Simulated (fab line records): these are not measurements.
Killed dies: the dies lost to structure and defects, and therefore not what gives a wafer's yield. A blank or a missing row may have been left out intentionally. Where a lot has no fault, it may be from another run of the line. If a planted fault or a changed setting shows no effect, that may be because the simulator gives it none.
One fault seen from 2 desks -- flow gf180mcu -- only its own numbers are on each desk; what lay behind them is given at the end

## TOOL OWNER'S DESK, pvd sputter-04
The tool's own readings at GF_MIM_SPUTTER_03 (material Ti, target thk 10 nm, time 6.7 s): means of the sampled wafers that have a number, for each lot that ran on this tool. If a lot's mean is further than 4 standard deviations from the usual mean, the lot is out of limits and carries the mark OUT (the distance appears in the brackets).
Columns: A = cathode dc power W at GF_MIM_SPUTTER_03, usual 3000.0 W; B = chamber pressure pa at GF_MIM_SPUTTER_03, usual 0.3000 Pa; C = throttle valve pct at GF_MIM_SPUTTER_03, usual 29.5 %
lot,first seen here,A,B,C
L757,day 25 05:28,2999.7,0.3000,29.8
L762,day 27 00:05,3000.3,0.2997,30.1
L776,day 30 22:34,2999.8,0.3001,29.6
Result from this desk: across the 3 lots, nothing is out of limits.

## AT THE METROLOGY DESK
Means of the sampled wafers that have a number, per lot and without regard to the tool the lot ran on: this is what the gauges read. If a lot's mean is further than 4 standard deviations from the usual mean, the lot is out of limits and carries the mark OUT (the distance appears in the brackets).
Columns: A = MIM_ALCU_RS at GF_MIM_RS_MEAS_10, usual 0.1606 ohm/sq
lot,first seen here,A
L755,day 24 09:58,0.1602
L757,day 25 05:46,0.1607
L760,day 26 19:22,0.1605
L761,day 26 20:23,0.1624
L762,day 27 00:22,0.1608
L763,day 27 15:49,0.1596
L766,day 28 07:09,0.1591
L768,day 28 23:45,0.1616
L769,day 29 01:16,0.1584
L776,day 30 22:49,0.1591
L777,day 31 05:04,0.1615
L778,day 31 19:54,0.1593
Result from this desk: across the 12 lots, nothing is out of limits.

## PUT TOGETHER
The desk of the tool owner found nothing out of limits.
From the metrology desk's view, nothing was out of limits.

## WHAT THE SIMULATOR PUT IN
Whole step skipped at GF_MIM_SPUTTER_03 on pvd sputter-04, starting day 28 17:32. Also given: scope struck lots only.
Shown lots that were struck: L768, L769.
